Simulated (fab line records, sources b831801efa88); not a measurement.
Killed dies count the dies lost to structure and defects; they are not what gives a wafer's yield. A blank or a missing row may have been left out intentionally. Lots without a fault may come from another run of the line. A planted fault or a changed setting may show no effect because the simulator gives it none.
Which tool was responsible? -- flow gf180mcu -- 18 wafers sampled from 6 lots at 1 step of a route of 602

WHAT THE GAUGES SHOWED, per wafer
GF_MVPSD_TW_MEAS_11.
lot,measured,on,MVPSD_TW
L970,day 5 14:05,film metro-04,560.4 559.1 558.9
L972,day 5 23:33,film metro-02,564.5 563.0 562.1
L974,day 6 13:55,film metro-04,559.9 556.5 562.2
L982,day 8 10:17,film metro-02,561.2 561.3 561.9
L986,day 9 08:18,film metro-04,557.7 559.9 557.2
L990,day 10 12:02,film metro-03,563.1 560.9 562.5

TOOL THAT RAN EACH LOT (tool first, then ch and the chambers of the sampled wafers, then the start)
Record: no process step prior to these readings.

THE ANSWER, worked out from the rows above alone
Rule: usual is defined by the lots themselves. The widest of any qualifying gaps counts: lots, ordered by their means at a reading, are off when they make up no more than a third of the lots, leave a main group of 4 or more, and stand apart from it by 3 or more times the standard deviation of that group's means. If all means in a main group match to the digits the tables above print for the reading, that group is not used. A lot without any number at a reading at which 4 lots or more have one is off too. All remaining lots with rows at the step are treated as sound.
Across all readings shown, no lot is off: no conclusion can be drawn from this.

WHAT THE SIMULATOR PUT IN
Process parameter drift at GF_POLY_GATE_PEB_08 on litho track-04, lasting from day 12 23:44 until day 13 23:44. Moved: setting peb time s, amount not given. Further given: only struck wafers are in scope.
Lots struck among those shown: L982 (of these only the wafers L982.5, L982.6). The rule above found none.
